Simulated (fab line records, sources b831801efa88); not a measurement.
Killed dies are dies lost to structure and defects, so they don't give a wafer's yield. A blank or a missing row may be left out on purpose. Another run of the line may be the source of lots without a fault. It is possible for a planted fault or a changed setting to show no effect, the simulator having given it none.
fab line records + flow sky130
record
- lots=12
- wafers=36
- last_day=50
route steps=708 shown LOCAL_INTERCONNECT@398 CONTACT@406 PAD_OPEN@708
lots untouched by any fault: they come from a run of this same line in which no faults occurred
start_h: hours from the record's first day to the start of the lot's first wafer shown + wait_h: how many hours have passed since the lot's step before this one + " same as the row above + L1.1+2: one row covering several wafers at once + - either no value or no given start + * or withheld: withheld + < > ~ a bound
route shown NAME@n: a module of which the file shows steps, and the number in the route of the first + usual: average and standard deviation across the fault-free wafers + same: alike in all rows + chamber/n: place in a boat + sites: readings site by site + _std_site: their standard deviation + _edge_site: outer sites' mean less inner sites' + radius_mm: how far each site lies from the wafer's centre + mask NAME#n: copy n + behind: the tool/chamber that last shaped the wafer + hold: why the lot was held/for how many hours/how that ended + device: names the non-switching transistor (n, p or np) + end of line: the same wafers' tests at the end of the route + for a step that has no rows: nothing shown but its recipe + killed: the dies lost at the first sort to structure and to defects; this is not the yield of the wafer + map: a wafer's dies, x killed, . not, _ none there
set.NAME: the setting that was run; set.NAME@STEP: the one run at that earlier step + model.NAME: the simulator's own value behind a step, which no gauge read
route steps across a sampled set of lots; one table per step, one row per wafer
services: a tool's chamber out of use, with start hour (start_h, from the record's first day; less than 0 if before it), hours out, and reason
## steps
# step SKY_LOCAL_INTERCONNECT_CD_MEAS_11
# recipe
- target_cd_nm=170
# usual
- cd_nm=169.2/1.4
| lot.wafer | tool      | chamber | start_h | wait_h | cd_nm |
|-----------|-----------|---------|---------|--------|-------|
| L394.1    | cd_sem-02 | -       | 710.32  | -      | 170.4 |
| L394.2    | "         | -       | "       | "      | 170.6 |
| L394.5    | "         | -       | "       | "      | 170.4 |
| L395.2    | cd_sem-02 | -       | 728.28  | -      | 166.7 |
| L395.4    | "         | -       | "       | "      | 167.5 |
| L395.6    | "         | -       | "       | "      | 166.7 |
| L398.1    | cd_sem-02 | -       | 743.07  | -      | 167.9 |
| L398.2    | "         | -       | "       | "      | 167.3 |
| L398.6    | "         | -       | "       | "      | 169.0 |
| L401.4    | cd_sem-02 | -       | 778.98  | -      | 171.0 |
| L401.5    | "         | -       | "       | "      | 169.3 |
| L401.6    | "         | -       | "       | "      | 169.9 |
| L400.1    | cd_sem-01 | -       | 780.52  | -      | 168.4 |
| L400.5    | "         | -       | "       | "      | 167.7 |
| L400.6    | "         | -       | "       | "      | 168.5 |
| L402.1    | cd_sem-01 | -       | 783.22  | -      | 168.0 |
| L402.2    | "         | -       | "       | "      | 167.5 |
| L402.3    | "         | -       | "       | "      | 166.6 |
| L403.3    | cd_sem-02 | -       | 786.46  | -      | 170.4 |
| L403.4    | "         | -       | "       | "      | 170.3 |
| L403.6    | "         | -       | "       | "      | 168.5 |
| L405.2    | cd_sem-02 | -       | 798.53  | -      | 168.4 |
| L405.5    | "         | -       | "       | "      | 168.8 |
| L405.6    | "         | -       | "       | "      | 169.5 |
| L411.1    | cd_sem-02 | -       | 847.71  | -      | 169.5 |
| L411.2    | "         | -       | "       | "      | 170.7 |
| L411.4    | "         | -       | "       | "      | 170.1 |
| L413.2    | cd_sem-02 | -       | 854.23  | -      | 169.3 |
| L413.3    | "         | -       | "       | "      | 170.2 |
| L413.5    | "         | -       | "       | "      | 169.1 |
| L415.2    | cd_sem-01 | -       | 870.44  | -      | 171.6 |
| L415.5    | "         | -       | "       | "      | 170.1 |
| L415.6    | "         | -       | "       | "      | 170.3 |
| L416.1    | cd_sem-01 | -       | 876.46  | -      | 168.4 |
| L416.4    | "         | -       | "       | "      | 169.9 |
| L416.5    | "         | -       | "       | "      | 171.6 |
# step SKY_LOCAL_INTERCONNECT_STRIP_15
# recipe
- chemistry=O2/N2
- power_w=1400
- pressure_mtorr=1500
- platen_temp_c=withheld
- o2_flow_sccm=3000
- n2_flow_sccm=300
- overash_fraction=0.5
# usual
- drypump_motor_current_A=5.8/0.54
- oes_product_au=0.426/0.0043
- strip_time_to_endpoint_s=4.673/0.021
# same
- overash_fraction=0.5
| lot.wafer | tool            | chamber | start_h | wait_h | drypump_motor_current_A | oes_product_au | rf_hours_counter_h | strip_time_to_endpoint_s |
|-----------|-----------------|---------|---------|--------|-------------------------|----------------|--------------------|--------------------------|
| L394.1    | plasma_asher-01 | 0       | 710.59  | 0.0    | 5.0                     | 0.421          | 27                 | 4.655                    |
| L394.2    | "               | 1       | "       | "      | 6.5                     | 0.435          | 27                 | 4.665                    |
| L394.5    | "               | 1       | "       | "      | 6.4                     | 0.427          | -                  | 4.644                    |
| L395.2    | plasma_asher-03 | 0       | 728.53  | 0.0    | 6.5                     | 0.430          | 103                | 4.696                    |
| L395.4    | "               | 1       | "       | "      | 6.3                     | 0.425          | -                  | 4.676                    |
| L395.6    | "               | 0       | "       | "      | 6.6                     | 0.426          | -                  | 4.699                    |
| L398.1    | plasma_asher-04 | 0       | 743.34  | 0.0    | 5.5                     | 0.423          | 62                 | 4.673                    |
| L398.2    | "               | 1       | "       | "      | 5.4                     | 0.430          | 62                 | 4.685                    |
| L398.6    | "               | 0       | "       | "      | 5.5                     | 0.429          | -                  | 4.685                    |
| L401.4    | plasma_asher-04 | 1       | 779.22  | 0.1    | 5.4                     | 0.431          | -                  | 4.666                    |
| L401.5    | "               | 0       | "       | "      | 5.5                     | 0.423          | -                  | 4.646                    |
| L401.6    | "               | 1       | "       | "      | 5.4                     | 0.429          | -                  | 4.651                    |
| L400.1    | plasma_asher-04 | 1       | 780.79  | 0.0    | 5.4                     | 0.429          | 67                 | 4.681                    |
| L400.5    | "               | 1       | "       | "      | 5.4                     | 0.433          | -                  | 4.661                    |
| L400.6    | "               | 0       | "       | "      | 5.5                     | 0.426          | -                  | 4.678                    |
| L402.1    | plasma_asher-03 | 0       | 783.49  | 0.0    | 6.6                     | 0.429          | 4                  | 4.671                    |
| L402.2    | "               | 1       | "       | "      | 6.3                     | 0.426          | 4                  | 4.697                    |
| L402.3    | "               | 0       | "       | "      | 6.6                     | 0.423          | -                  | 4.661                    |
| L403.3    | plasma_asher-04 | 0       | 786.73  | 0.1    | 5.5                     | 0.418          | -                  | 4.662                    |
| L403.4    | "               | 1       | "       | "      | 5.4                     | 0.420          | -                  | 4.659                    |
| L403.6    | "               | 0       | "       | "      | 5.5                     | 0.425          | -                  | 4.682                    |
| L405.2    | plasma_asher-04 | 1       | 798.79  | 0.0    | 5.4                     | 0.432          | 69                 | 4.641                    |
| L405.5    | "               | 1       | "       | "      | 5.4                     | 0.433          | -                  | 4.660                    |
| L405.6    | "               | 0       | "       | "      | 5.5                     | 0.429          | -                  | 4.659                    |
| L411.1    | plasma_asher-01 | 0       | 847.99  | 0.0    | 5.0                     | 0.432          | 39                 | 4.701                    |
| L411.2    | "               | 1       | "       | "      | 6.4                     | 0.429          | 39                 | 4.675                    |
| L411.4    | "               | 1       | "       | "      | 6.4                     | 0.422          | -                  | 4.692                    |
| L413.2    | plasma_asher-04 | 0       | 854.49  | 0.0    | 5.5                     | 0.427          | 74                 | 4.656                    |
| L413.3    | "               | 1       | "       | "      | 5.4                     | 0.433          | -                  | 4.680                    |
| L413.5    | "               | 0       | "       | "      | 5.5                     | 0.425          | -                  | 4.679                    |
| L415.2    | plasma_asher-04 | 0       | 870.69  | 0.0    | 5.5                     | 0.422          | 77                 | 4.685                    |
| L415.5    | "               | 0       | "       | "      | 5.5                     | 0.425          | -                  | 4.654                    |
| L415.6    | "               | 1       | "       | "      | 5.4                     | 0.418          | -                  | 4.635                    |
| L416.1    | plasma_asher-03 | 1       | 876.74  | 0.0    | 6.3                     | 0.425          | 14                 | 4.703                    |
| L416.4    | "               | 1       | "       | "      | 6.3                     | 0.427          | -                  | 4.702                    |
| L416.5    | "               | 1       | "       | "      | 6.3                     | 0.434          | -                  | 4.687                    |
# step SKY_CONTACT_CVD_00
# recipe
- material=Si3N4
- target_thk_nm=75
- temp_c=400
- time_s=withheld
- rf_w=450
# usual
- heater_power_w=702/59
| lot.wafer | tool     | chamber | start_h | wait_h | heater_power_w |
|-----------|----------|---------|---------|--------|----------------|
| L394.1    | pecvd-03 | 2       | 711.22  | 0.0    | 763            |
| L394.2    | "        | 0       | "       | "      | 705            |
| L394.5    | "        | 2       | "       | "      | 758            |
| L395.2    | pecvd-01 | 0       | 729.13  | 0.0    | 715            |
| L395.4    | "        | 2       | "       | "      | 594            |
| L395.6    | "        | 0       | "       | "      | 723            |
| L398.1    | pecvd-02 | 1       | 743.94  | 0.0    | 716            |
| L398.2    | "        | 0       | "       | "      | 695            |
| L398.6    | "        | 1       | "       | "      | 698            |
| L401.4    | pecvd-03 | 0       | 779.87  | 0.0    | 657            |
| L401.5    | "        | 1       | "       | "      | 679            |
| L401.6    | "        | 2       | "       | "      | 647            |
| L400.1    | pecvd-02 | 0       | 781.42  | 0.0    | 762            |
| L400.5    | "        | 0       | "       | "      | 744            |
| L400.6    | "        | 2       | "       | "      | 716            |
| L402.1    | pecvd-01 | 2       | 784.12  | 0.0    | 593            |
| L402.2    | "        | 0       | "       | "      | 669            |
| L402.3    | "        | 1       | "       | "      | 702            |
| L403.3    | pecvd-03 | 2       | 787.28  | 0.0    | 760            |
| L403.4    | "        | 0       | "       | "      | 728            |
| L403.6    | "        | 1       | "       | "      | 663            |
| L405.2    | pecvd-03 | 0       | 799.38  | 0.0    | 713            |
| L405.5    | "        | 0       | "       | "      | 691            |
| L405.6    | "        | 2       | "       | "      | 727            |
| L411.1    | pecvd-02 | 2       | 848.58  | 0.0    | 688            |
| L411.2    | "        | 0       | "       | "      | 693            |
| L411.4    | "        | 0       | "       | "      | 693            |
| L413.2    | pecvd-01 | 2       | 855.08  | 0.0    | 665            |
| L413.3    | "        | 1       | "       | "      | 789            |
| L413.5    | "        | 1       | "       | "      | 795            |
| L415.2    | pecvd-01 | 2       | 871.29  | 0.0    | 548            |
| L415.5    | "        | 1       | "       | "      | 747            |
| L415.6    | "        | 2       | "       | "      | 539            |
| L416.1    | pecvd-01 | 1       | 877.34  | 0.0    | 788            |
| L416.4    | "        | 0       | "       | "      | 751            |
| L416.5    | "        | 2       | "       | "      | 561            |
# step SKY_CONTACT_CMP_04
# recipe
- material=SiO2
- down_force_psi=4
- platen_rpm=60
- pad_velocity_m_s=0.94248
# usual
- edge_zone_pressure_frac=1.000/0.0054
- head_pressure_psi=4.000/0.009
- motor_current_A=12.1/1.5
- platen_rpm=60.00/0.043
- slurry_flow_ml_min=150.0/0.47
- time_to_endpoint_s=85/4.8
| lot.wafer | tool   | chamber | start_h | wait_h | edge_zone_pressure_frac | head_pressure_psi | motor_current_A | platen_rpm | slurry_flow_ml_min | time_to_endpoint_s |
|-----------|--------|---------|---------|--------|-------------------------|-------------------|-----------------|------------|--------------------|--------------------|
| L394.2    | cmp-01 | 2       | 711.50  | 0.1    | 0.998                   | 4.005             | 10.5            | 59.97      | 149.5              | 85                 |
| L394.1    | "      | 0       | "       | "      | 1.009                   | 3.971             | 12.4            | 60.03      | 150.3              | 78                 |
| L394.5    | "      | 1       | "       | "      | 1.002                   | 3.990             | 12.4            | 59.99      | 150.5              | 75                 |
| L395.4    | cmp-02 | 3       | 729.40  | 0.1    | 1.005                   | 3.991             | 10.8            | 60.09      | 150.5              | 82                 |
| L395.2    | "      | 1       | "       | "      | 1.003                   | 4.004             | 11.7            | 60.06      | 151.1              | 84                 |
| L395.6    | "      | 2       | "       | "      | 0.989                   | 4.005             | 10.6            | 59.95      | 150.3              | 83                 |
| L398.2    | cmp-02 | 2       | 744.45  | 0.3    | 0.999                   | 4.005             | 11.7            | 60.01      | 149.5              | 86                 |
| L398.1    | "      | 0       | "       | "      | 1.000                   | 3.995             | 16.1            | 60.01      | 150.6              | 80                 |
| L398.6    | "      | 2       | "       | "      | 1.002                   | 4.004             | 11.5            | 60.01      | 149.8              | 78                 |
| L401.4    | cmp-01 | 1       | 780.08  | 0.0    | 1.006                   | 4.003             | 12.1            | 60.17      | 149.3              | 88                 |
| L401.5    | "      | 1       | "       | "      | 1.008                   | 3.999             | 12.2            | 60.01      | 149.8              | 80                 |
| L401.6    | "      | 2       | "       | "      | 1.005                   | 4.007             | 11.0            | 59.96      | 150.4              | 91                 |
| L400.1    | cmp-02 | 3       | 781.75  | 0.1    | -                       | -                 | -               | -          | -                  | -                  |
| L400.6    | "      | 1       | "       | "      | -                       | -                 | -               | -          | -                  | -                  |
| L400.5    | "      | 2       | "       | "      | -                       | -                 | -               | -          | -                  | -                  |
| L402.2    | cmp-01 | 1       | 784.34  | 0.0    | -                       | -                 | -               | -          | -                  | -                  |
| L402.3    | "      | 2       | "       | "      | -                       | -                 | -               | -          | -                  | -                  |
| L402.1    | "      | 3       | "       | "      | -                       | -                 | -               | -          | -                  | -                  |
| L403.3    | cmp-02 | 1       | 787.61  | 0.1    | 0.993                   | 3.996             | 12.1            | 59.99      | 150.4              | 93                 |
| L403.4    | "      | 2       | "       | "      | 0.999                   | 3.996             | 11.4            | 60.04      | 150.0              | 84                 |
| L403.6    | "      | 3       | "       | "      | 0.997                   | 3.998             | 11.3            | 59.99      | 151.1              | 88                 |
| L405.2    | cmp-01 | 0       | 799.70  | 0.1    | 0.995                   | 3.986             | 12.3            | 60.01      | 149.5              | 76                 |
| L405.6    | "      | 2       | "       | "      | 0.997                   | 4.012             | 11.1            | 59.94      | 150.3              | 83                 |
| L405.5    | "      | 3       | "       | "      | 0.996                   | 3.993             | 11.3            | 59.98      | 149.3              | 88                 |
| L411.2    | cmp-02 | 2       | 848.80  | 0.0    | 1.002                   | 3.996             | 11.5            | 59.97      | 150.3              | 80                 |
| L411.4    | "      | 0       | "       | "      | 1.011                   | 4.000             | 15.9            | 60.01      | 150.0              | 76                 |
| L411.1    | "      | 1       | "       | "      | 1.001                   | 4.007             | 12.0            | 60.05      | 149.6              | 86                 |
| L413.2    | cmp-02 | 0       | 855.45  | 0.2    | 1.006                   | 4.005             | 16.7            | 60.03      | 149.9              | 82                 |
| L413.3    | "      | 3       | "       | "      | 0.998                   | 4.001             | 10.8            | 59.99      | 150.7              | 82                 |
| L413.5    | "      | 0       | "       | "      | 0.997                   | 4.002             | 16.3            | 59.94      | 150.0              | 82                 |
| L415.2    | cmp-01 | 2       | 871.56  | 0.1    | 0.994                   | 3.985             | 10.9            | 59.99      | 150.8              | 91                 |
| L415.6    | "      | 1       | "       | "      | 0.999                   | 3.992             | 12.9            | 60.03      | 149.4              | 75                 |
| L415.5    | "      | 2       | "       | "      | 0.999                   | 4.002             | 10.6            | 60.05      | 150.1              | 88                 |
| L416.4    | cmp-01 | 2       | 877.61  | 0.1    | 1.004                   | 4.011             | 11.4            | 59.98      | 150.8              | 85                 |
| L416.1    | "      | 0       | "       | "      | 1.002                   | 4.006             | 12.4            | 60.02      | 149.4              | 79                 |
| L416.5    | "      | 1       | "       | "      | 1.008                   | 4.000             | 12.9            | 60.02      | 150.5              | 79                 |
# step SKY_CONTACT_ETCH_17
# recipe
- target=SiO2
- chemistry=C4F8/O2/Ar
- stop_on=Si3N4
- mask_material=KrF-thick
- source_w=1527
- bias_w=1200
- pressure_mtorr=40
- c4f8_flow_sccm=withheld
- O2_flow_sccm=6
- Ar_flow_sccm=300
- time_s=withheld
- target_depth_a=3400
# usual
- oes_product_au=0.892/0.0053
| lot.wafer | tool        | chamber | start_h | wait_h | oes_product_au |
|-----------|-------------|---------|---------|--------|----------------|
| L394.1    | rie_diel-01 | 2       | 740.12  | 0.0    | 0.890          |
| L394.2    | "           | 1       | "       | "      | 0.889          |
| L394.5    | "           | 0       | "       | "      | 0.894          |
| L395.2    | rie_diel-03 | 2       | 757.42  | 0.0    | 0.895          |
| L395.4    | "           | 0       | "       | "      | 0.887          |
| L395.6    | "           | 3       | "       | "      | 0.897          |
| L398.1    | rie_diel-01 | 0       | 772.36  | 0.0    | 0.887          |
| L398.2    | "           | 3       | "       | "      | 0.890          |
| L398.6    | "           | 3       | "       | "      | 0.893          |
| L401.4    | rie_diel-04 | 1       | 807.66  | 0.0    | 0.893          |
| L401.5    | "           | 3       | "       | "      | 0.889          |
| L401.6    | "           | 2       | "       | "      | 0.892          |
| L400.1    | rie_diel-04 | 3       | 809.02  | 0.0    | 1.604          |
| L400.5    | "           | 3       | "       | "      | 1.616          |
| L400.6    | "           | 0       | "       | "      | 1.633          |
| L402.1    | rie_diel-01 | 1       | 810.97  | 0.0    | 1.624          |
| L402.2    | "           | 2       | "       | "      | 1.618          |
| L402.3    | "           | 0       | "       | "      | 1.655          |
| L403.3    | rie_diel-01 | 2       | 814.87  | 0.0    | 0.905          |
| L403.4    | "           | 0       | "       | "      | 0.897          |
| L403.6    | "           | 0       | "       | "      | 0.895          |
| L405.2    | rie_diel-01 | 0       | 827.31  | 0.0    | 0.888          |
| L405.5    | "           | 3       | "       | "      | 0.887          |
| L405.6    | "           | 0       | "       | "      | 0.891          |
| L411.1    | rie_diel-04 | 0       | 874.07  | 0.0    | 0.899          |
| L411.2    | "           | 3       | "       | "      | 0.900          |
| L411.4    | "           | 1       | "       | "      | 0.888          |
| L413.2    | rie_diel-01 | 2       | 881.52  | 0.0    | 0.886          |
| L413.3    | "           | 0       | "       | "      | 0.892          |
| L413.5    | "           | 3       | "       | "      | 0.889          |
| L415.2    | rie_diel-04 | 3       | 897.57  | 0.0    | 0.898          |
| L415.5    | "           | 0       | "       | "      | 0.897          |
| L415.6    | "           | 1       | "       | "      | 0.896          |
| L416.1    | rie_diel-04 | 2       | 903.32  | 0.0    | 0.886          |
| L416.4    | "           | 1       | "       | "      | 0.892          |
| L416.5    | "           | 3       | "       | "      | 0.890          |
# step SKY_PAD_OPEN_PROBE_99
# usual
- killed_at_M0_to_M3=44/7.1
- killed_at_M4_up=3/1.6
- killed_at_contacts=24/5.4
- killed_at_front_end=15/4.7
- killed_at_other=0.3/0.51
- killed_dies=87/9.9
- killed_on_rim=17/4
- killed_open=48/7.6
- killed_short=39/6.3
# same
- gross_dies=492
- killed_at_back_side=0
| lot.wafer | tool      | chamber | start_h | wait_h | killed_at_M0_to_M3 | killed_at_M4_up | killed_at_contacts | killed_at_front_end | killed_at_other | killed_dies | killed_on_rim | killed_open | killed_short |
|-----------|-----------|---------|---------|--------|--------------------|-----------------|--------------------|---------------------|-----------------|-------------|---------------|-------------|--------------|
| L401.4    | prober-02 | -       | 1129.68 | 0.2    | 39                 | 0               | 29                 | 18                  | 1               | 87          | 16            | 41          | 46           |
| L401.5    | prober-02 | -       | 1129.73 | 0.2    | 35                 | 2               | 17                 | 24                  | 0               | 78          | 8             | 33          | 45           |
| L401.6    | prober-02 | -       | 1129.78 | 0.2    | 47                 | 2               | 20                 | 12                  | 1               | 82          | 23            | 38          | 44           |
| L400.1    | prober-02 | -       | 1132.20 | 0.1    | 44                 | 1               | 435                | 12                  | 0               | 492         | 96            | 49          | 24           |
| L400.5    | prober-02 | -       | 1132.40 | 0.2    | 52                 | 3               | 428                | 9                   | 0               | 492         | 96            | 58          | 33           |
| L400.6    | prober-02 | -       | 1132.45 | 0.2    | 47                 | 3               | 422                | 19                  | 1               | 492         | 96            | 56          | 35           |
| L402.1    | prober-01 | -       | 1134.20 | 0.1    | 47                 | 2               | 434                | 8                   | 1               | 492         | 96            | 47          | 39           |
| L402.2    | prober-01 | -       | 1134.25 | 0.1    | 54                 | 5               | 422                | 11                  | 0               | 492         | 96            | 49          | 39           |
| L402.3    | prober-01 | -       | 1134.30 | 0.2    | 51                 | 4               | 422                | 15                  | 0               | 492         | 96            | 53          | 43           |
| L403.3    | prober-02 | -       | 1136.34 | 0.2    | 44                 | 2               | 24                 | 9                   | 0               | 79          | 17            | 40          | 39           |
| L403.4    | prober-02 | -       | 1136.39 | 0.2    | 47                 | 8               | 25                 | 21                  | 1               | 102         | 16            | 61          | 41           |
| L403.6    | prober-02 | -       | 1136.49 | 0.2    | 40                 | 5               | 19                 | 12                  | 0               | 76          | 16            | 37          | 39           |
| L405.2    | prober-01 | -       | 1143.77 | 0.1    | 46                 | 3               | 35                 | 16                  | 0               | 100         | 18            | 64          | 36           |
| L405.5    | prober-01 | -       | 1143.92 | 0.2    | 42                 | 3               | 20                 | 17                  | 0               | 82          | 9             | 46          | 36           |
| L405.6    | prober-01 | -       | 1143.97 | 0.2    | 41                 | 3               | 23                 | 16                  | 0               | 83          | 17            | 48          | 35           |
| L411.1    | prober-01 | -       | 1175.54 | 0.1    | 42                 | 2               | 21                 | 12                  | 0               | 77          | 14            | 38          | 39           |
| L411.2    | prober-01 | -       | 1175.59 | 0.1    | 39                 | 1               | 27                 | 11                  | 0               | 78          | 17            | 38          | 40           |
| L411.4    | prober-01 | -       | 1175.69 | 0.2    | 37                 | 2               | 34                 | 12                  | 0               | 85          | 14            | 48          | 37           |
| L416.1    | prober-02 | -       | 1196.24 | 0.1    | 52                 | 4               | 21                 | 12                  | 0               | 89          | 17            | 45          | 44           |
| L416.4    | prober-02 | -       | 1196.39 | 0.2    | 40                 | 2               | 22                 | 11                  | 0               | 75          | 16            | 44          | 31           |
| L416.5    | prober-02 | -       | 1196.44 | 0.2    | 47                 | 3               | 23                 | 18                  | 0               | 91          | 19            | 48          | 43           |
# killed by level:class
L401.4 CONTACT:geometric_particle:open=11 VIA1:geometric_particle:open=8 VIA3:geometric_particle:open=7 CONTACT:geometric_particle:short=6 LI_CONTACT:geometric_particle:open=5 METAL2:geometric_particle:short=5 VIA3:geometric_particle:short=5 FIELD_ISO:geometric_particle:short=4
L401.5 FIELD_ISO:geometric_particle:short=7 LI_CONTACT:geometric_particle:open=6 METAL2:geometric_particle:short=6 VIA3:geometric_particle:open=6 VIA1:geometric_particle:open=5 FIELD_ISO:geometric_particle:open=4 POLY_GATE:geometric_particle:short=4 CONTACT:geometric_particle:short=4
L401.6 METAL2:geometric_particle:short=11 VIA3:geometric_particle:open=7 CONTACT:geometric_particle:open=6 VIA1:geometric_particle:open=6 VIA2:geometric_particle:short=5 LOCAL_INTERCONNECT:geometric_particle:short=5 VIA2:geometric_particle:open=5 FIELD_ISO:geometric_particle:open=4
L400.1 CONTACT:area_cmp=231 CONTACT:area_etch=188 VIA1:geometric_particle:open=12 CONTACT:geometric_particle:open=6 VIA3:geometric_particle:open=6 POLY_GATE:geometric_particle:open=5 VIA1:geometric_particle:short=5 LI_CONTACT:geometric_particle:open=4
L400.5 CONTACT:area_etch=201 CONTACT:area_cmp=200 VIA1:geometric_particle:open=19 CONTACT:geometric_particle:open=13 VIA3:geometric_particle:open=11 METAL2:geometric_particle:short=7 LI_CONTACT:geometric_particle:open=6 LOCAL_INTERCONNECT:geometric_particle:short=4
L400.6 CONTACT:area_etch=201 CONTACT:area_cmp=200 VIA1:geometric_particle:open=10 VIA3:geometric_particle:open=10 LI_CONTACT:geometric_particle:open=9 CONTACT:geometric_particle:open=8 VIA2:geometric_particle:open=7 VIA3:geometric_particle:short=6
L402.1 CONTACT:area_cmp=205 CONTACT:area_etch=201 VIA1:geometric_particle:open=13 METAL1:geometric_particle:short=8 LI_CONTACT:geometric_particle:open=8 METAL2:geometric_particle:short=5 LOCAL_INTERCONNECT:geometric_particle:short=5 CONTACT:geometric_particle:open=5
L402.2 CONTACT:area_etch=203 CONTACT:area_cmp=201 VIA1:geometric_particle:open=19 VIA2:geometric_particle:open=9 VIA1:geometric_particle:short=6 METAL2:geometric_particle:short=6 LI_CONTACT:geometric_particle:short=5 LI_CONTACT:geometric_particle:open=5
L402.3 CONTACT:area_cmp=199 CONTACT:area_etch=197 VIA1:geometric_particle:open=15 CONTACT:geometric_particle:open=9 VIA1:geometric_particle:short=7 VIA2:geometric_particle:open=7 CONTACT:geometric_particle:short=6 LOCAL_INTERCONNECT:geometric_particle:short=5
L403.3 CONTACT:geometric_particle:short=9 VIA3:geometric_particle:open=8 VIA2:geometric_particle:open=7 VIA1:geometric_particle:open=7 METAL1:geometric_particle:short=6 CONTACT:geometric_particle:open=5 METAL3:geometric_particle:short=5 LI_CONTACT:geometric_particle:open=4
L403.4 VIA1:geometric_particle:open=17 CONTACT:geometric_particle:open=12 VIA1:geometric_particle:short=9 VIA2:geometric_particle:open=6 FIELD_ISO:geometric_particle:short=5 FIELD_ISO:geometric_particle:open=5 POLY_GATE:geometric_particle:open=5 LI_CONTACT:geometric_particle:open=5
L403.6 VIA1:geometric_particle:open=8 VIA2:geometric_particle:open=7 VIA3:geometric_particle:open=7 METAL1:geometric_particle:short=6 LOCAL_INTERCONNECT:geometric_particle:short=6 FIELD_ISO:geometric_particle:open=5 VIA1:geometric_particle:short=5 LI_CONTACT:geometric_particle:open=4
L405.2 VIA1:geometric_particle:open=17 CONTACT:geometric_particle:open=13 LI_CONTACT:geometric_particle:open=10 POLY_GATE:geometric_particle:short=7 VIA3:geometric_particle:open=7 POLY_GATE:geometric_particle:open=5 LI_CONTACT:geometric_particle:short=4 VIA2:geometric_particle:open=4
L405.5 VIA1:geometric_particle:open=13 VIA1:geometric_particle:short=8 FIELD_ISO:geometric_particle:short=5 FIELD_ISO:geometric_particle:open=5 LI_CONTACT:geometric_particle:open=5 CONTACT:geometric_particle:open=5 METAL2:geometric_particle:short=5 VIA3:geometric_particle:open=4
L405.6 VIA1:geometric_particle:open=16 CONTACT:geometric_particle:open=7 POLY_GATE:geometric_particle:short=6 LOCAL_INTERCONNECT:geometric_particle:short=6 VIA2:geometric_particle:open=6 LI_CONTACT:geometric_particle:open=5 FIELD_ISO:geometric_particle:open=4 METAL2:geometric_particle:short=4
L411.1 VIA1:geometric_particle:open=12 CONTACT:geometric_particle:short=8 METAL1:geometric_particle:short=7 CONTACT:geometric_particle:open=6 VIA2:geometric_particle:open=6 FIELD_ISO:geometric_particle:short=4 VIA3:geometric_particle:open=4 METAL2:geometric_particle:short=4
L411.2 VIA1:geometric_particle:open=9 METAL2:geometric_particle:short=8 LI_CONTACT:geometric_particle:open=6 VIA3:geometric_particle:open=6 CONTACT:geometric_particle:open=6 CONTACT:geometric_particle:short=6 VIA2:geometric_particle:open=4 LI_CONTACT:geometric_particle:short=4
L411.4 CONTACT:geometric_particle:open=16 VIA2:geometric_particle:open=8 LI_CONTACT:geometric_particle:open=7 VIA1:geometric_particle:open=7 POLY_GATE:geometric_particle:short=5 VIA1:geometric_particle:short=5 METAL1:geometric_particle:short=5 FIELD_ISO:geometric_particle:short=4
L416.1 VIA1:geometric_particle:open=9 LI_CONTACT:geometric_particle:open=8 VIA3:geometric_particle:open=7 VIA3:geometric_particle:short=7 CONTACT:geometric_particle:open=6 METAL2:geometric_particle:short=6 VIA1:geometric_particle:short=5 FIELD_ISO:geometric_particle:short=4
L416.4 VIA1:geometric_particle:open=11 CONTACT:geometric_particle:open=9 CONTACT:geometric_particle:short=7 VIA2:geometric_particle:open=6 LI_CONTACT:geometric_particle:open=5 VIA3:geometric_particle:short=5 METAL2:geometric_particle:short=4 VIA3:geometric_particle:open=4
L416.5 VIA1:geometric_particle:open=12 CONTACT:geometric_particle:open=8 VIA3:geometric_particle:open=7 POLY_GATE:geometric_particle:open=5 LI_CONTACT:geometric_particle:open=5 METAL2:geometric_particle:short=5 VIA1:geometric_particle:short=5 METAL3:geometric_particle:short=5
## services
| tool            | chamber | start_h | hours | kind   |
|-----------------|---------|---------|-------|--------|
| rie_diel-01     | 3       | 687.47  | 1.8   | repair |
| pecvd-03        | 1       | 694.77  | 21.9  | repair |
| cmp-02          | -       | 696.18  | 4.3   | repair |
| pecvd-03        | -       | 696.70  | 1.8   | repair |
| rie_diel-01     | -       | 712.26  | 14.6  | pm     |
| cmp-02          | -       | 716.21  | 0.9   | repair |
| plasma_asher-03 | -       | 733.75  | 9.0   | pm     |
| cmp-01          | -       | 744.06  | 4.0   | pm     |
| pecvd-01        | -       | 750.98  | 1.3   | repair |
| cmp-01          | -       | 763.54  | 4.0   | pm     |
| rie_diel-04     | -       | 787.36  | 0.3   | repair |
| rie_diel-04     | 1       | 789.21  | 6.0   | repair |
| rie_diel-04     | -       | 790.58  | 0.4   | repair |
| cmp-02          | -       | 801.90  | 0.3   | repair |
| pecvd-03        | -       | 828.42  | 0.7   | repair |
| cmp-01          | -       | 839.18  | 0.9   | repair |
| cmp-01          | -       | 850.44  | 7.2   | pm     |
| rie_diel-04     | 2       | 851.78  | 5.5   | repair |
| rie_diel-01     | -       | 855.12  | 0.7   | repair |
| rie_diel-04     | -       | 861.51  | 0.7   | repair |
| cmp-02          | -       | 869.08  | 0.5   | repair |
| pecvd-03        | -       | 874.62  | 1.3   | repair |
| cmp-02          | -       | 885.63  | 1.4   | repair |
| plasma_asher-04 | -       | 888.44  | 2.3   | repair |
## key
first_sign
- step=SKY_CONTACT_CMP_04
- reading=tool_record
- direction=missing
effect
- step=SKY_CONTACT_ETCH_17
- reading=oes_product_au
- direction=up
- sigmas=99+
- usual=0.892
- struck=1.625
effect
- step=SKY_PAD_OPEN_PROBE_99
- reading=killed_at_contacts
- direction=up
- sigmas=74
- usual=24
- struck=427
more_kills_born_at
- SKY_CONTACT_CMP_04@cmp-02=625
- SKY_CONTACT_ETCH_18@rie_diel-01=601
- SKY_CONTACT_CMP_04@cmp-01=599
met_at SKY_CONTACT_CMP_04
struck_lots L400,L402
later_rows_left_out L400.1,L400.5,L400.6,L402.1,L402.2,L402.3
tester_left_out L400,L402
not_acting_at SKY_LOCAL_INTERCONNECT_CD_MEAS_11,SKY_LOCAL_INTERCONNECT_STRIP_15,SKY_CONTACT_CVD_00
onset_between 780.08 781.75
fault
- kind=skipped_step_whole
- tool=cmp-01,cmp-02
- chamber=-
- onset_h=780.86
- steps=SKY_CONTACT_CMP_04
- scope=struck_lots_only
# tester_left_out: of these lots the tester's yield and bins aren't shown, on N5 and GAA mostly nor the transistor test; their killed dies are dies lost to structure and defects alone, not to doping, threshold or leakage, so they don't give the yield
# later_rows_left_out: the simulator's readings of these wafers behind a module that went badly wrong aren't trusted and aren't shown, but for the sort
